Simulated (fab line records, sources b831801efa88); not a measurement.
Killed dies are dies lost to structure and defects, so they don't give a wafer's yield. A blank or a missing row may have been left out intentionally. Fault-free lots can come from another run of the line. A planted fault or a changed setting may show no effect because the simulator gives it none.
Matching of chambers    flow gf180mcu    hdpcvd-01 running GF_CONTACT_CVD_00: 3 sister chambers
The step deposits SiO2, target thk 300 nm, time 50 s. 14 wafers are shown with their chamber, then 7 later ones without.

## WAFERS PAIRED WITH THEIR CHAMBERS
wafer   chamber  sih4_flow_sccm (sccm)
L158.2  0        59.83
L158.3  1        60.29
L158.4  1        60.18
L159.3  1        59.85
L159.4  1        59.88
L159.6  0        60.19
L173.2  2        60.02
L173.4  0        59.96
L173.6  1        59.93
L174.3  2        60.33
L174.5  0        60.20
L174.6  2        60.20
L175.1  0        60.01
L175.4  2        59.97

SIGNATURES (means of the wafers above)
reading         chamber 0  chamber 1  chamber 2  scatter within a chamber
sih4_flow_sccm  60.0380    60.0260    60.1300    0.175
Rule: distance of a wafer from a chamber = root of the sum over the readings of ((wafer's reading minus chamber's mean) / reading's scatter) squared. The wafer belongs to the nearest chamber; if the next one is less than 2 further off, it can't be placed. The scatter is the square root of a quotient: the sum, over the shown wafers, of each reading's squared deviation from its chamber's mean, divided by wafers minus chambers.

## WAFERS MISSING THEIR CHAMBER
wafer   sih4_flow_sccm (sccm)
L175.6  60.13
L176.3  59.82
L176.4  60.01
L176.6  60.10
L178.2  60.02
L178.3  59.81
L178.4  60.23

## WHICH CHAMBER EACH WENT THROUGH
wafer   from the rows above           in truth
L175.6  can't be placed: 2 or 0 or 1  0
L176.3  can't be placed: 1 or 0 or 2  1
L176.4  can't be placed: 1 or 0 or 2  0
L176.6  can't be placed: 2 or 0 or 1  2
L178.2  can't be placed: 1 or 0 or 2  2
L178.3  can't be placed: 1 or 0 or 2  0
L178.4  can't be placed: 2 or 0 or 1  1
Placed correctly: 0 of 7. These rows do not allow placing 7 (true chamber among the candidates in 7). 0 placed wrongly.
